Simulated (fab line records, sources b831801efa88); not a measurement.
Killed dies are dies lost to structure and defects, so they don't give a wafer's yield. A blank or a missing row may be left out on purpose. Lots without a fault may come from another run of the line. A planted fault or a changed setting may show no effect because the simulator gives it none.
fab line records | flow sky130
record lots=5 wafers=15 last_day=49
route steps=708 shown SD_P@324 RES_XHIGH@332 PAD_OPEN@708
lots that met no fault: from a run of the same line without faults
start_h: hours from the record's first day to the start of the lot's first wafer shown | wait_h: hours since the lot's step before | " the same as in the row above | L1.1+2: a row that stands for several wafers | - no value, or no start given | * or withheld: withheld | < > ~ a bound
route shown NAME@n: a module of which the file shows steps, and the number in the route of the first | usual: mean/standard deviation of fault-free wafers | same: alike in all rows | chamber/n: place in a boat | sites: the reading at each site | _std_site: their standard deviation | _edge_site: outer sites' mean less inner sites' | radius_mm: how far each site lies from the wafer's centre | mask NAME#n: copy n | behind: the tool/chamber that last shaped the wafer | hold: why the lot was held/for how many hours/how that ended | device: the transistor (n, p or np) that didn't switch | end of line: the same wafers' tests at the end of the route | a step without rows: its recipe alone | killed: dies lost to structure and defects at the first sort, not the wafer's yield | map: a wafer's dies, x killed, . not, _ none there
set.NAME: the setting as run; set.NAME@STEP: as run at that earlier step | model.NAME: the simulator's own value behind a step, which no gauge read
lots at some steps of the route; a table a step, a row a wafer
services: from which hour (start_h, from the record's first day; less than 0 if before it) a tool's chamber was out of use, for how many hours, and why
## steps
# step SKY_SD_P_EXPOSE_04
# recipe mask_id=PSDM na=0.6 source_shape=conventional sigma_outer=0.6 polarization=unpolarized target_cd_nm=380 dose_mj=138
# step SKY_SD_P_PEB_05
# recipe temp_c=withheld time_s=* resist=NOVOLAK
# step SKY_SD_P_DEVELOP_06
# recipe resist=NOVOLAK developer=TMAH develop_time_s=60 dev_temp_c=23
# step SKY_SD_P_CD_MEAS_07
# recipe target_cd_nm=380
# usual cd_nm=380.5/2.1
# columns lot.wafer tool chamber start_h wait_h cd_nm
L481.3 cd_sem-02 - 586.53 0.1 384.3
L481.4 " - " " 380.9
L481.6 " - " " 383.4
L488.1 cd_sem-02 - 658.59 0.1 380.9
L488.4 " - " " 383.7
L488.6 " - " " 381.2
L493.1 cd_sem-02 - 690.94 0.1 381.2
L493.3 " - " " 382.2
L493.4 " - " " 381.7
L494.3 cd_sem-01 - 704.65 0.2 381.9
L494.5 " - " " 378.3
L494.6 " - " " 381.6
L503.3 cd_sem-02 - 757.68 0.1 385.2
L503.5 " - " " 383.5
L503.6 " - " " 383.8
# step SKY_SD_P_OVL_MEAS_08
# usual SD_P_OVL=-0.4/1.4
# columns lot.wafer tool chamber start_h wait_h SD_P_OVL[nm]
L481.3 overlay-01 - 586.63 0.1 0.4
L481.4 " - " " 2.8
L481.6 " - " " 1.2
L488.1 overlay-01 - 658.72 0.1 0.0
L488.4 " - " " 2.1
L488.6 " - " " 1.4
L493.1 overlay-01 - 691.06 0.1 -0.1
L493.3 " - " " -0.5
L493.4 " - " " -1.8
L494.3 overlay-02 - 704.74 0.1 2.1
L494.5 " - " " 1.4
L494.6 " - " " -0.9
L503.3 overlay-01 - 757.77 0.1 1.1
L503.5 " - " " 2.6
L503.6 " - " " 2.6
# step SKY_SD_P_IMPLANT_09
# recipe species=BF2 energy_kev=20 dose_cm2=3e+15 tilt_deg=0
# step SKY_SD_P_STRIP_10
# recipe chemistry=O2/N2 power_w=1400 pressure_mtorr=1500 platen_temp_c=withheld o2_flow_sccm=3000 n2_flow_sccm=300 overash_fraction=0.5
# usual drypump_motor_current_A=6.0/0.56 oes_product_au=0.618/0.0045 strip_time_to_endpoint_s=17.51/0.038
# columns lot.wafer tool chamber start_h wait_h drypump_motor_current_A oes_product_au rf_hours_counter_h strip_time_to_endpoint_s
L481.3 plasma_asher-02 1 586.83 0.1 6.6 0.615 - 17.48
L481.4 " 0 " " 5.3 0.618 - 17.47
L481.6 " 1 " " 6.6 0.622 - 17.49
L488.1 plasma_asher-01 0 658.91 0.1 5.6 0.616 23 17.53
L488.4 " 0 " " 5.6 0.618 - 17.49
L488.6 " 0 " " 5.6 0.627 - 17.48
L493.1 plasma_asher-02 0 691.25 0.1 5.3 0.616 90 17.49
L493.3 " 0 " " 5.3 0.620 - 17.45
L493.4 " 1 " " 6.6 0.619 - 17.50
L494.3 plasma_asher-01 0 705.10 0.2 5.6 0.613 - 17.48
L494.5 " 0 " " 5.6 0.621 - 17.53
L494.6 " 1 " " 6.5 0.620 - 17.50
L503.3 plasma_asher-02 1 757.98 0.1 6.6 0.624 - 17.50
L503.5 " 0 " " 5.3 0.617 - 17.52
L503.6 " 1 " " 6.6 0.614 - 17.50
# step SKY_SD_P_TW_MEAS_11
# usual SD_P_TW=2826/27
# columns lot.wafer tool chamber start_h wait_h SD_P_TW
L481.3 film_metro-04 - 586.92 0.1 2840
L481.4 " - " " 2853
L481.6 " - " " 2840
L488.1 film_metro-01 - 659.01 0.1 2813
L488.4 " - " " 2823
L488.6 " - " " 2799
L493.1 film_metro-02 - 691.35 0.1 2775
L493.3 " - " " 2780
L493.4 " - " " 2780
L494.3 film_metro-01 - 705.19 0.1 2828
L494.5 " - " " 2839
L494.6 " - " " 2848
L503.3 film_metro-01 - 758.06 0.1 2841
L503.5 " - " " 2815
L503.6 " - " " 2818
# step SKY_RES_XHIGH_DEHYDRATE_00
# recipe temp_c=200 time_s=60
# step SKY_RES_XHIGH_HMDS_01
# recipe prime_time_s=60 prime_temp_c=120
# step SKY_RES_XHIGH_COAT_02
# recipe resist=NOVOLAK spin_rpm=3000 resist_thk_nm=1140
# step SKY_RES_XHIGH_SOFTBAKE_03
# recipe temp_c=90 time_s=60 resist=NOVOLAK
# step SKY_RES_XHIGH_EXPOSE_04
# recipe mask_id=URPM na=0.6 source_shape=conventional sigma_outer=0.6 polarization=unpolarized target_cd_nm=1270 dose_mj=140
# columns lot.wafer tool chamber start_h wait_h mask
L481.3+4+6 iline_stepper-02 0 602.10 - URPM#0
L488.1+4+6 iline_stepper-01 0 672.44 - URPM#0
L493.1+3+4 iline_stepper-02 0 703.84 - URPM_R1#0
L494.3+5+6 iline_stepper-01 0 717.93 - URPM#0
L503.3+5+6 iline_stepper-02 0 772.03 - URPM#0
# step SKY_RES_XHIGH_PEB_05
# recipe temp_c=withheld time_s=* resist=NOVOLAK
# step SKY_PAD_OPEN_PROBE_99
# usual killed_at_M0_to_M3=43/6.8 killed_at_M4_up=2.9/1.7 killed_at_contacts=24/5.4 killed_at_front_end=15/4.8 killed_at_other=0.3/0.57 killed_dies=85/9.4 killed_open=47/7.5 killed_short=38/5.7
# same gross_dies=492 killed_at_back_side=0
# columns lot.wafer tool chamber start_h wait_h killed_at_M0_to_M3 killed_at_M4_up killed_at_contacts killed_at_front_end killed_at_other killed_dies killed_open killed_short
L481.3 prober-02 - 1070.44 0.2 48 3 19 10 1 81 37 44
L481.4 prober-02 - 1070.49 0.2 43 2 29 18 0 92 47 45
L481.6 prober-02 - 1070.59 0.2 36 0 37 18 0 91 55 36
L488.1 prober-02 - 1118.07 0.1 32 3 27 18 0 80 40 40
L488.4 prober-02 - 1118.22 0.2 48 2 18 16 0 84 53 31
L488.6 prober-02 - 1118.32 0.2 47 5 13 13 0 78 46 32
L493.1 prober-01 - 1147.85 0.1 40 5 18 12 0 75 40 35
L493.3 prober-01 - 1147.95 0.2 47 2 26 18 0 93 58 35
L493.4 prober-01 - 1148.00 0.2 45 0 32 20 0 97 53 44
L494.3 prober-02 - 1152.09 0.2 49 4 18 15 1 87 47 40
L494.5 prober-02 - 1152.19 0.2 43 5 20 15 0 83 47 36
L494.6 prober-02 - 1152.24 0.2 46 3 32 5 0 86 54 32
L503.3 prober-01 - 1184.68 0.2 41 4 21 18 0 84 47 37
L503.5 prober-01 - 1184.78 0.2 46 5 22 24 2 99 56 43
L503.6 prober-01 - 1184.83 0.2 43 3 24 20 0 90 56 34
# killed by level:class
L481.3 CONTACT:geometric_particle:short=9 VIA1:geometric_particle:open=9 VIA3:geometric_particle:open=9 VIA2:geometric_particle:open=6 METAL1:geometric_particle:short=6 METAL2:geometric_particle:short=6 LOCAL_INTERCONNECT:geometric_particle:short=4 LI_CONTACT:geometric_particle:open=4
L481.4 CONTACT:geometric_particle:open=12 LOCAL_INTERCONNECT:geometric_particle:short=9 VIA1:geometric_particle:short=7 VIA1:geometric_particle:open=7 VIA3:geometric_particle:open=7 FIELD_ISO:geometric_particle:short=5 METAL2:geometric_particle:short=5 VIA2:geometric_particle:open=5
L481.6 CONTACT:geometric_particle:open=15 VIA2:geometric_particle:open=10 LOCAL_INTERCONNECT:geometric_particle:short=9 LI_CONTACT:geometric_particle:open=6 VIA3:geometric_particle:open=6 FIELD_ISO:geometric_particle:open=5 POLY_GATE:geometric_particle:short=5 CONTACT:geometric_particle:short=4
L488.1 CONTACT:geometric_particle:open=8 LOCAL_INTERCONNECT:geometric_particle:short=7 VIA2:geometric_particle:open=7 VIA3:geometric_particle:open=7 FIELD_ISO:geometric_particle:short=6 LI_CONTACT:geometric_particle:open=6 POLY_GATE:geometric_particle:open=5 POLY_GATE:geometric_particle:short=4
L488.4 VIA1:geometric_particle:open=19 LI_CONTACT:geometric_particle:open=7 CONTACT:geometric_particle:open=7 VIA2:geometric_particle:open=7 METAL1:geometric_particle:short=6 VIA2:geometric_particle:short=5 FIELD_ISO:geometric_particle:short=4 POLY_GATE:geometric_particle:open=4
L488.6 VIA1:geometric_particle:open=14 CONTACT:geometric_particle:open=8 METAL1:geometric_particle:short=6 METAL2:geometric_particle:short=5 VIA2:geometric_particle:open=5 VIA1:geometric_particle:short=4 METAL4:geometric_particle:short=4 FIELD_ISO:geometric_particle:open=3
L493.1 VIA1:geometric_particle:open=12 POLY_GATE:geometric_particle:open=5 METAL2:geometric_particle:short=5 LI_CONTACT:geometric_particle:open=4 LOCAL_INTERCONNECT:geometric_particle:short=4 CONTACT:geometric_particle:short=4 METAL1:geometric_particle:short=4 VIA2:geometric_particle:open=4
L493.3 VIA1:geometric_particle:open=13 CONTACT:geometric_particle:open=10 POLY_GATE:geometric_particle:open=9 METAL1:geometric_particle:short=9 LI_CONTACT:geometric_particle:open=6 VIA3:geometric_particle:open=6 LOCAL_INTERCONNECT:geometric_particle:short=5 METAL2:geometric_particle:short=4
L493.4 CONTACT:geometric_particle:open=13 VIA1:geometric_particle:open=13 METAL1:geometric_particle:short=8 CONTACT:geometric_particle:short=7 VIA2:geometric_particle:open=6 FIELD_ISO:geometric_particle:open=5 LOCAL_INTERCONNECT:geometric_particle:short=5 POLY_GATE:geometric_particle:short=5
L494.3 VIA1:geometric_particle:open=11 VIA2:geometric_particle:open=10 VIA3:geometric_particle:open=8 FIELD_ISO:geometric_particle:short=6 POLY_GATE:geometric_particle:short=5 LI_CONTACT:geometric_particle:open=5 CONTACT:geometric_particle:open=5 VIA1:geometric_particle:short=5
L494.5 VIA1:geometric_particle:open=13 METAL2:geometric_particle:short=10 CONTACT:geometric_particle:short=6 LI_CONTACT:geometric_particle:open=6 CONTACT:geometric_particle:open=6 FIELD_ISO:geometric_particle:short=5 VIA3:geometric_particle:open=5 VIA2:geometric_particle:open=5
L494.6 CONTACT:geometric_particle:open=12 VIA3:geometric_particle:open=11 VIA1:geometric_particle:open=10 LI_CONTACT:geometric_particle:open=10 METAL2:geometric_particle:short=8 LOCAL_INTERCONNECT:geometric_particle:short=5 VIA3:geometric_particle:short=5 VIA2:geometric_particle:open=4
L503.3 VIA1:geometric_particle:open=11 FIELD_ISO:geometric_particle:open=8 CONTACT:geometric_particle:open=8 VIA2:geometric_particle:open=7 FIELD_ISO:geometric_particle:short=6 METAL2:geometric_particle:short=6 LI_CONTACT:geometric_particle:open=5 METAL1:geometric_particle:short=5
L503.5 VIA3:geometric_particle:open=9 VIA1:geometric_particle:open=9 METAL2:geometric_particle:short=7 CONTACT:geometric_particle:open=7 LI_CONTACT:geometric_particle:open=6 FIELD_ISO:geometric_particle:short=5 CONTACT:geometric_particle:short=5 METAL1:geometric_particle:short=5
L503.6 VIA1:geometric_particle:open=10 LI_CONTACT:geometric_particle:open=9 FIELD_ISO:geometric_particle:open=8 CONTACT:geometric_particle:open=7 VIA3:geometric_particle:open=7 METAL2:geometric_particle:short=6 FIELD_ISO:geometric_particle:short=5 VIA1:geometric_particle:short=5
## services
# columns tool chamber start_h hours kind
iline_stepper-01 - 597.12 1.7 pm
iline_stepper-01 - 599.51 21.6 repair
plasma_asher-02 - 610.81 5.7 repair
plasma_asher-01 - 639.51 1.0 repair
plasma_asher-02 - 658.28 0.7 repair
iline_stepper-02 - 671.05 27.7 repair
iline_stepper-02 - 715.73 1.7 pm
iline_stepper-02 - 730.98 14.4 repair
iline_stepper-02 - 755.30 1.5 repair
iline_stepper-01 - 761.70 2.1 pm
iline_stepper-01 - 763.79 - consumable_replace:lamp
## key
first_sign step=SKY_RES_XHIGH_EXPOSE_04 reading=mask direction=changed
effect none on later readings
met_at SKY_RES_XHIGH_EXPOSE_04
struck_wafers L493.1,L493.3,L493.4
tester_left_out L493
onset_between 602.10 703.84
fault kind=wrong_mask tool=any chamber=- onset_h=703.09 steps=SKY_RES_XHIGH_EXPOSE_04 aux_copy=URPM_R1#0 cd_offset_nm=190 scope=struck_lots_only
# tester_left_out: of these lots the tester's yield and bins aren't shown, on N5 and GAA mostly nor the transistor test; their killed dies are dies lost to structure and defects alone, not to doping, threshold or leakage, so they don't give the yield
